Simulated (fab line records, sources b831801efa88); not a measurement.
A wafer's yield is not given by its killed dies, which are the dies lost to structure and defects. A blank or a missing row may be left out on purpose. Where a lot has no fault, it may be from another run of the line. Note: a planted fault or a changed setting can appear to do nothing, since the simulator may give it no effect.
8D (eight disciplines) problem report, filled in by code || flow gf180mcu || the parts of the form that need people (team, actions taken, sign-off) are left out

== 1. PROBLEM STATEMENT ==
Wafers free of any fault read 0.328 ohm/sq (standard deviation 0.0036) for V2_W_RS at GF_V2_RS_MEAS_24, against a mean of 0.184 ohm/sq on 6 wafers of 2 lots. That is -40 standard deviations from the usual mean.
The step: measures by four-point-probe.
The first sign was on wafer L424.3 at day 23 14:53, on film-metro-04. The record has a number at this step for 33 wafers belonging to 11 lots. Rule for "out", or "out of limits": more than 4 standard deviations from the usual mean. The other wafers with a number count as sound.

== 2. WHAT IT IS, AND WHAT IT ISN'T ==
{"question": "which readings at this step", "is": "V2_W_RS", "is not": "-"}
{"question": "which lots", "is": "L424, L425", "is not": "L415, L417, L418, L419, L421, L433, L434, L435, L436"}
{"question": "which wafers of those lots", "is": "all that have a number", "is not": "-"}
{"question": "read on which gauges", "is": "film-metro-01, film-metro-04", "is not": "film-metro-03"}
{"question": "when", "is": "from day 23 14:53", "is not": "up to then (15 sound wafers); but 12 sound wafers of L433, L434, L435, L436 came after"}

== 3. WHAT RULES OUT EACH SUSPECT ==
Counting: a tool at a process step up to the reading stays a suspect if it ran every lot that is out and no sound lot after the first of them.
- the gauge at GF_V2_RS_MEAS_24 has been ruled out. Those wafers that are out were read across 2 gauges (film-metro-01, film-metro-04).
- cvd-w-01 at GF_V2_CVD_23 (deposits W, target thk 350 nm, time 104.94 s): ruled out as a lasting fault. The sound lots L433, L434, L435 went through it after L424, its earliest lot that is out (day 23 14:46).
Left after counting: nothing in the record.

== 4. THE CAUSE (what the simulator had put in) ==
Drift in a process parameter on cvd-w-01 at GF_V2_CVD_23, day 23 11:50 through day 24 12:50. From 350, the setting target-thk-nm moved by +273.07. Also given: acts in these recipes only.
Counting ruled it out, wrongly: the rule takes a fault to strike every lot that its tool runs from its start on, and this one did not.

== 5. THE EFFECT CHAIN, in route order ==
Rows list readings where the struck wafers' mean (over those with a number) sits beyond 3 standard deviations from the usual. Scope: only readings with a usual standard deviation given in the record; hours: median across lots of the time from each lot's start at the first step in this table that gives one to its start at this step; sigmas: change in usual standard deviations.
{"hours": 0, "step": "GF_V2_RS_MEAS_24", "reading": "V2_W_RS", "usual": "0.328 ohm/sq", "on struck wafers": 0.184, "change": -0.144, "sigmas": -40}
{"hours": 0, "step": "GF_V2_CMP_26", "reading": "time-to-endpoint-s", "usual": "84 s", "on struck wafers": 146, "change": "+62", "sigmas": "+18"}
The process steps in it:
- GF_V2_CMP_26: polishes, stops on SiO2, t overpolish 15 s, target thk 0 nm.
Readings that are blank on the struck wafers while sound wafers have them: V2_W_THK at GF_V2_THK_MEAS_25.
Later measuring or inspecting steps at which every struck wafer that the step has a row for has a number for every such reading, and none has moved that far: GF_M3_CD_MEAS_14.

== 6. HOW IT WOULD HAVE BEEN CAUGHT EARLIER ==
Counted from the fault's start at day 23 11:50, it took 3 hours until the first out-of-limits reading at a measuring or inspecting step in this record, taken at day 23 14:53.
An alarm limit of 4 standard deviations would not have fired on the tool readings at GF_V2_CVD_23 for which the record gives a usual standard deviation, since none of them was out on any struck wafer.
